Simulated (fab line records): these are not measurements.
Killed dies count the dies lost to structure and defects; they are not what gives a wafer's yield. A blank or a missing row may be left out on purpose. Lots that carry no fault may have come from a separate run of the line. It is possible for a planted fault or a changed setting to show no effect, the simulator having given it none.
One fault seen from 2 desks -- flow gf180mcu -- what lay behind the numbers comes last; until then each desk has only its own

## DESK OF THE TOOL OWNER: hdpcvd-01
The tool's own readings at GF_CONTACT_CVD_00 (deposits SiO2, target thk 300 nm, time 50 s): means of the sampled wafers that have a number, for each lot that ran on this tool. Any lot whose mean is over 4 standard deviations away from the usual mean is out of limits and marked OUT; that distance is given in the brackets.
Columns: A = sih4 flow sccm at GF_CONTACT_CVD_00, usual 59.97 sccm
lot,first seen here,A
L644,day 15 14:41,59.96
L645,day 15 21:07,59.97
L646,day 16 21:28,59.95
L651,day 18 01:46,51.00 (-53) OUT
L652,day 18 15:49,50.90 (-53) OUT
L653,day 19 01:17,51.14 (-52) OUT
L663,day 22 09:46,60.15
L664,day 22 17:55,59.91
L665,day 23 00:47,59.99
This desk's finding: out of limits on L651, L652, L653; first on L651, day 18 01:46 (sih4 flow sccm at GF_CONTACT_CVD_00). In limits: L644, L645, L646, L663, L664, L665.

## THE METROLOGY DESK
What the gauges read, lot by lot, whatever tool the lot ran on: means of the sampled wafers that have a number. Any lot whose mean is over 4 standard deviations away from the usual mean is out of limits and marked OUT; that distance is given in the brackets.
Columns: A = HV_LDD_CVD_56_THK at GF_HV_LDD_THK_MEAS_57, usual 89.7 nm; B = PSD_TW at GF_PSD_TW_MEAS_11, usual 3179; C = cd nm at GF_SAB_CD_MEAS_09, usual 419.6 nm; D = CONTACT_CVD_00_THK at GF_CONTACT_THK_MEAS_01, usual 300 nm
lot,first seen here,A,B,C,D
L644,day 12 22:21,90.1,3150,417.8,305
L645,day 13 03:19,90.6,3173,419.8,298
L646,day 13 14:03,89.5,3186,419.5,301
L647,day 13 20:39,90.8,3189,416.9,299
L650,day 15 02:36,90.7,3191,419.8,302
L651,day 15 05:05,89.2,3185,419.1,256 (-13) OUT
L652,day 15 18:04,90.4,3199,422.5,256 (-13) OUT
L653,day 16 03:12,88.9,3175,420.5,255 (-13) OUT
L661,day 18 13:24,89.2,3210,419.3,297
L662,day 19 03:22,89.1,3160,422.4,298
L663,day 19 06:48,90.8,3175,419.6,296
L664,day 19 16:24,89.0,3182,415.8,297
L665,day 20 00:54,89.6,3148,422.5,298
Per this desk, out of limits: L651, L652, L653; the first was L651, day 18 01:49 (CONTACT_CVD_00_THK at GF_CONTACT_THK_MEAS_01). In limits: L644, L645, L646, L647, L650, L661, L662, L663, L664, L665.

## ALL TOGETHER
On L651, L652, L653, at day 18 01:46, an alarm was possible from the tool owner's desk.
L651, L652, L653 would have let the metrology desk raise an alarm at day 18 01:49.
The lots listed all ran GF_CONTACT_CVD_00 on hdpcvd-01.

## WHAT THE SIMULATOR HAD INSERTED
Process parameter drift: hdpcvd-01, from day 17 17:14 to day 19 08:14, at GF_CONTACT_CVD_00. The setting sih4 flow sccm was moved by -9, starting from 60. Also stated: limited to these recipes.
Shown lots that were struck: L651, L652, L653.
Hours from the fault's start to each desk's first reading out of limits: the tool owner's desk, 9; the metrology desk, 9.
